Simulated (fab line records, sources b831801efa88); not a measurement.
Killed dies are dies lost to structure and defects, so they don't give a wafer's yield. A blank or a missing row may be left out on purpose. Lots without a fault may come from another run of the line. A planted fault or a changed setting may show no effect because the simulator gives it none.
fab line records | flow sfq_line
record lots=6 wafers=18 last_day=83
route steps=325 shown JJ@197 M5@198 A5B@209
lots that met no fault: from a run of the same line without faults
start_h: hours from the record's first day to the start of the lot's first wafer shown | wait_h: hours since the lot's step before | " the same as in the row above | L1.1+2: a row that stands for several wafers | - no value, or no start given | * or withheld: withheld | < > ~ a bound
route shown NAME@n: a module of which the file shows steps, and the number in the route of the first | usual: mean/standard deviation of fault-free wafers | same: alike in all rows | chamber/n: place in a boat | sites: the reading at each site | _std_site: their standard deviation | _edge_site: outer sites' mean less inner sites' | radius_mm: how far each site lies from the wafer's centre | mask NAME#n: copy n | behind: the tool/chamber that last shaped the wafer | hold: why the lot was held/for how many hours/how that ended | device: the transistor (n, p or np) that didn't switch | end of line: the same wafers' tests at the end of the route | a step without rows: its recipe alone | killed: dies lost to structure and defects at the first sort, not the wafer's yield | map: a wafer's dies, x killed, . not, _ none there
set.NAME: the setting as run; set.NAME@STEP: as run at that earlier step | model.NAME: the simulator's own value behind a step, which no gauge read
lots at some steps of the route; a table a step, a row a wafer
services: from which hour (start_h, from the record's first day; less than 0 if before it) a tool's chamber was out of use, for how many hours, and why
## steps
# step SFQ_TRILAYER_JJ_CE_STRIP_SOLV_CLEAN_121
# recipe chemistry=NMP temp_c=70 time_s=600
# step SFQ_TRILAYER_M5_LITHO_COAT_128
# recipe resist=BARC spin_rpm=3000 resist_thk_nm=62
# step SFQ_TRILAYER_M5_LITHO_COAT_123
# recipe resist=KrF spin_rpm=3000 resist_thk_nm=600
# step SFQ_TRILAYER_M5_LITHO_SOFTBAKE_127
# recipe temp_c=withheld time_s=withheld resist=KrF
# step SFQ_TRILAYER_M5_LITHO_EXPOSE_124
# recipe mask_id=M5 na=0.6 source_shape=conventional sigma_outer=0.65 target_cd_nm=700 dose_mj=14.4
# step SFQ_TRILAYER_M5_LITHO_PEB_126
# recipe peb_temp_c=115 peb_time_s=60 resist=KrF
# step SFQ_TRILAYER_M5_LITHO_DEVELOP_125
# recipe time_s=60 resist=KrF
# step SFQ_M5_OVL_MEAS_932
# usual M5_OVL=-1/5.4
# columns lot.wafer tool chamber start_h wait_h M5_OVL[nm]
L551.2 overlay-01 - 1241.50 0.1 1
L551.5 " - " " -7
L551.6 " - " " -3
L558.1 overlay-02 - 1327.14 0.1 1
L558.2 " - " " 6
L558.6 " - " " -3
L559.1 overlay-02 - 1339.34 0.1 3
L559.4 " - " " 0
L559.6 " - " " 7
L560.1 overlay-01 - 1342.94 0.1 6
L560.4 " - " " 1
L560.6 " - " " 5
L561.2 overlay-01 - 1352.46 0.1 -5
L561.5 " - " " -8
L561.6 " - " " -4
L571.2 overlay-01 - 1401.10 0.1 4
L571.4 " - " " -2
L571.6 " - " " 0
# step SFQ_TRILAYER_M5_BARC_OPEN_METAL_ETCH_161
# recipe mask_material=PR chemistry=O2 target_depth_nm=125 target=BARC icp_w=600 bias_w=80 pressure_mtorr=10 time_s=41.7
# usual drypump_motor_current_A=5.30/0.28 oes_product_au=0.685/0.0046
# columns lot.wafer tool chamber start_h wait_h drypump_motor_current_A oes_product_au rf_hours_counter_h
L551.2 rie_metal-03 1 1241.55 0.0 5.75 0.680 -
L551.5 " 1 " " 5.73 0.677 -
L551.6 " 1 " " 5.77 0.681 -
L558.1 rie_metal-04 0 1327.18 0.0 5.07 0.683 111
L558.2 " 1 " " 5.47 0.687 138
L558.6 " 1 " " 5.46 0.692 -
L559.1 rie_metal-02 1 1339.38 0.0 5.26 0.685 114
L559.4 " 1 " " 5.24 0.682 -
L559.6 " 1 " " 5.25 0.688 -
L560.1 rie_metal-04 1 1342.98 0.0 5.48 0.678 141
L560.4 " 1 " " 5.47 0.687 -
L560.6 " 0 " " 5.05 0.686 -
L561.2 rie_metal-02 1 1352.49 0.0 5.27 0.686 116
L561.5 " 1 " " 5.25 0.691 -
L561.6 " 0 " " 5.31 0.681 -
L571.2 rie_metal-04 0 1401.13 0.0 5.02 0.681 124
L571.4 " 1 " " 5.44 0.679 -
L571.6 " 0 " " 5.06 0.685 -
# step SFQ_TRILAYER_M5_ETCH_METAL_ETCH_126
# recipe target=Nb stop_on=SiO2 mask_material=PR over_etch_frac=0.15 time_s=203.2 chemistry=Cl2/BCl3 target_depth_nm=265 icp_w=600 bias_w=80 pressure_mtorr=10
# usual drypump_motor_current_A=5.30/0.28 oes_product_au=0.729/0.0059
# columns lot.wafer tool chamber start_h wait_h drypump_motor_current_A oes_product_au rf_hours_counter_h
L551.2 rie_metal-03 1 1241.72 0.1 5.74 0.723 -
L551.5 " 1 " " 5.77 0.729 -
L551.6 " 1 " " 5.75 0.730 -
L558.1 rie_metal-04 0 1327.24 0.0 5.03 0.719 111
L558.2 " 1 " " 5.46 0.729 138
L558.6 " 1 " " 5.44 0.722 -
L559.1 rie_metal-02 1 1339.44 0.0 5.25 0.723 114
L559.4 " 1 " " 5.27 0.735 -
L559.6 " 1 " " 5.24 0.724 -
L560.1 rie_metal-04 1 1343.04 0.0 5.46 0.734 141
L560.4 " 1 " " 5.45 0.728 -
L560.6 " 0 " " 5.03 0.739 -
L561.2 rie_metal-02 1 1352.55 0.0 5.24 0.722 116
L561.5 " 1 " " 5.26 0.725 -
L561.6 " 0 " " 5.28 0.731 -
L571.2 rie_metal-04 0 1401.19 0.0 5.06 0.727 124
L571.4 " 1 " " 5.46 0.732 -
L571.6 " 0 " " 5.04 0.733 -
# step SFQ_TRILAYER_M5_STRIP_STRIP_127
# recipe gas=O2 power_w=200 platen_temp_c=40 overash_fraction=0.65 chemistry=O2 pressure_mtorr=50
# usual drypump_motor_current_A=5.30/0.28 oes_product_au=1.000/0.0079
# columns lot.wafer tool chamber start_h wait_h drypump_motor_current_A oes_product_au rf_hours_counter_h
L551.2 rie_metal-03 1 1242.24 0.5 5.77 1.006 -
L551.5 " 1 " " 5.74 1.007 -
L551.6 " 1 " " 5.75 1.019 -
L558.1 rie_metal-04 0 1327.43 0.1 5.00 0.999 111
L558.2 " 1 " " 5.44 0.993 139
L558.6 " 1 " " 5.44 0.992 -
L559.1 rie_metal-02 1 1339.63 0.1 5.27 0.992 114
L559.4 " 1 " " 5.27 0.993 -
L559.6 " 1 " " 5.28 0.986 -
L560.1 rie_metal-04 1 1343.23 0.1 5.44 0.987 141
L560.4 " 1 " " 5.44 1.005 -
L560.6 " 0 " " 5.04 0.992 -
L561.2 rie_metal-02 1 1352.75 0.1 5.26 0.980 117
L561.5 " 1 " " 5.26 0.994 -
L561.6 " 0 " " 5.28 0.993 -
L571.2 rie_metal-04 0 1401.39 0.1 5.03 1.005 124
L571.4 " 1 " " 5.42 1.007 -
L571.6 " 0 " " 5.03 0.990 -
# step SFQ_TRILAYER_M5_STRIP_SOLV_CLEAN_128
# recipe chemistry=NMP temp_c=70 time_s=600
# step SFQ_TRILAYER_A5B_DEP_PECVD_129
# recipe material=SiO2 temp_c=150 time_s=127.9 pressure_torr=2.4 rf_w=183.3 precursor=SiH4/N2O target_thk_nm=600
# usual heater_power_w=83/9.1 throttle_valve_pct=24.9/1.4
# columns lot.wafer tool chamber start_h wait_h heater_power_w throttle_valve_pct model.SiO2_of_TRILAYER_A5B_DEP_PECVD_129.thk_nm
L551.2 pecvd-02 1 1243.42 0.0 76 23.9 576.4
L551.5 " 1 " " 80 24.1 572.7
L551.6 " 2 " " 88 25.1 569.9
L558.1 pecvd-02 1 1328.21 0.0 72 24.3 563.8
L558.2 " 0 " " 85 27.4 560.7
L558.6 " 1 " " 78 24.1 575.5
L559.1 pecvd-01 2 1340.41 0.0 76 25.0 573.1
L559.4 " 2 " " 80 25.3 578.1
L559.6 " 1 " " 81 24.9 566.4
L560.1 pecvd-02 2 1344.01 0.0 78 24.9 446.1
L560.4 " 1 " " 81 24.1 450.9
L560.6 " 2 " " 83 24.9 450.9
L561.2 pecvd-02 1 1353.52 0.0 83 24.1 438.2
L561.5 " 0 " " 88 27.6 450.2
L561.6 " 2 " " 90 24.9 453.6
L571.2 pecvd-04 2 1402.18 0.0 65 21.9 572.8
L571.4 " 2 " " 69 22.1 572.9
L571.6 " 1 " " 105 23.4 575.3
# step SFQ_TRILAYER_A5B_CMP_CMP_130
# recipe stop_on=Nb down_force_psi=3 platen_rpm=60 target_thk_nm=340.7
# usual edge_zone_pressure_frac=1.000/0.0048 motor_current_A=9.3/0.63
# columns lot.wafer tool chamber start_h wait_h edge_zone_pressure_frac motor_current_A
L551.2 cmp-02 3 1245.87 2.4 1.000 8.7
L551.6 " 0 " " 0.993 8.9
L551.5 " 1 " " 1.000 9.8
L558.2 cmp-01 3 1332.57 4.3 1.004 10.3
L558.1 " 1 1333.57 5.3 0.997 9.4
L558.6 " 0 1335.07 6.8 0.995 9.1
L559.1 cmp-01 2 1350.57 10.1 1.000 9.7
L559.4 " 1 1352.07 11.6 1.008 10.0
L559.6 " 3 1353.07 12.6 0.992 10.7
L560.4 cmp-02 0 1352.56 8.5 1.003 9.3
L560.1 " 2 1353.56 9.5 1.000 8.9
L560.6 " 0 1354.56 10.5 0.997 9.1
L561.2 cmp-01 1 1370.07 16.5 0.995 10.0
L561.6 " 2 " " 0.994 10.2
L561.5 " 3 " " 0.999 10.7
L571.2 cmp-02 2 1410.76 8.5 0.995 8.8
L571.4 " 0 1411.76 9.5 1.007 8.9
L571.6 " 1 " " 0.992 9.3
## services
# columns tool chamber start_h hours kind
cmp-01 - 1231.49 6.8 repair
rie_metal-03 0 1233.92 - clean
rie_metal-03 0 1233.92 - consumable_replace:focus_ring
pecvd-01 0 1234.39 19.3 repair
pecvd-04 - 1235.02 0.8 repair
cmp-02 - 1261.51 4.0 pm
cmp-01 - 1262.61 3.5 repair
pecvd-02 - 1285.63 5.5 pm
rie_metal-03 - 1297.34 1.4 pm
pecvd-02 - 1300.72 2.8 pm
cmp-01 - 1300.77 4.8 pm
pecvd-02 - 1309.92 0.5 repair
pecvd-04 - 1316.75 14.0 pm
cmp-02 - 1346.21 3.3 repair
rie_metal-02 0 1347.03 1.9 repair
rie_metal-03 0 1348.24 17.1 repair
pecvd-04 0 1353.45 2.8 repair
rie_metal-04 1 1364.80 - clean
rie_metal-04 1 1364.80 - consumable_replace:focus_ring
rie_metal-04 1 1364.80 14.2 scheduled_down
rie_metal-04 1 1364.80 14.2 vent_cycle
rie_metal-02 1 1369.94 8.0 repair
pecvd-04 - 1372.07 0.7 repair
cmp-02 - 1379.56 6.7 pm
## key
first_sign none at tools or gauges
model_effect step=SFQ_TRILAYER_A5B_DEP_PECVD_129 value=SiO2_of_TRILAYER_A5B_DEP_PECVD_129.thk_nm without=577 struck=448.3
met_at SFQ_TRILAYER_A5B_DEP_PECVD_129
struck_wafers L560.1,L560.4,L560.6,L561.2,L561.5,L561.6
onset_between 1328.21 1344.01
fault kind=process_parameter_drift tool=pecvd-02 chamber=- onset_h=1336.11 steps=SFQ_TRILAYER_A5B_DEP_PECVD_129 channel=target_thk_nm offset=-133.76 shape=step end_h=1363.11 acts_in=these_recipes_only stated=600
